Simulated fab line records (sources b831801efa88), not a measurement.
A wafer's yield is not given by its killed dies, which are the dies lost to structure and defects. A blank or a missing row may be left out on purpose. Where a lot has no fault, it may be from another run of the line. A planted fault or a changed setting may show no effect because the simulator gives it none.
What tool caused it? :: flow gf180mcu :: 6 lots, 18 wafers sampled, at 2 steps of a route of 602

## WHAT EACH GAUGE READ, for each wafer
GF_VT_IMPLANT_TW_MEAS_10.
lot: L971
measured: day 6 11:47
on: film_metro-03
VT_IMPLANT_TW: 566 568 569

lot: L973
measured: day 6 23:08
on: film_metro-04
VT_IMPLANT_TW: 560 563 563

lot: L977
measured: day 8 00:51
on: film_metro-01
VT_IMPLANT_TW: 561 561 560

lot: L981
measured: day 9 01:15
on: film_metro-04
VT_IMPLANT_TW: 559 560 558

lot: L983
measured: day 9 12:22
on: film_metro-04
VT_IMPLANT_TW: 562 556 556

lot: L990
measured: day 11 10:05
on: film_metro-04
VT_IMPLANT_TW: 548 545 549

## WHAT TOOL EACH LOT RAN ON (gives the tool, then ch and the chambers of the sampled wafers, and finally the start)
lot: L971
GF_VT_IMPLANT_IMPLANT_08: implanter-04 ch 0, day 6 11:34

lot: L973
GF_VT_IMPLANT_IMPLANT_08: implanter-04 ch 0, day 6 22:53

lot: L977
GF_VT_IMPLANT_IMPLANT_08: implanter-03 ch 0, day 8 00:36

lot: L981
GF_VT_IMPLANT_IMPLANT_08: implanter-03 ch 0, day 9 01:00

lot: L983
GF_VT_IMPLANT_IMPLANT_08: implanter-01 ch 0, day 9 12:07

lot: L990
GF_VT_IMPLANT_IMPLANT_08: implanter-01 ch 0, day 11 09:50
- GF_VT_IMPLANT_IMPLANT_08

## THE ANSWER, worked out from the rows above alone
Rule: what is usual is taken from the lots themselves. The widest of any qualifying gaps counts: lots, ordered by their means at a reading, are off when they make up no more than a third of the lots, leave a main group of 4 or more, and stand apart from it by 3 or more times the standard deviation of that group's means. The tables above print the reading to a certain number of digits; a main group whose means all agree to those digits is not used. A lot without any number at a reading at which 4 lots or more have one is off too. All remaining lots with rows at the step are treated as sound.
Off: at GF_VT_IMPLANT_TW_MEAS_10 (VT_IMPLANT_TW), L990. The main group has a mean of 561 with a standard deviation of 3.4.
If a tool, at a process step before that reading, ran all the lots that are off and no sound lot after the first of them, it fits. Gauges at GF_VT_IMPLANT_TW_MEAS_10: tried the same way as those tools. Undecided on this evidence; 2 tools fit (implanter-01 at GF_VT_IMPLANT_IMPLANT_08, film_metro-04 at GF_VT_IMPLANT_TW_MEAS_10).

## WHAT THE SIMULATOR HAD PUT IN
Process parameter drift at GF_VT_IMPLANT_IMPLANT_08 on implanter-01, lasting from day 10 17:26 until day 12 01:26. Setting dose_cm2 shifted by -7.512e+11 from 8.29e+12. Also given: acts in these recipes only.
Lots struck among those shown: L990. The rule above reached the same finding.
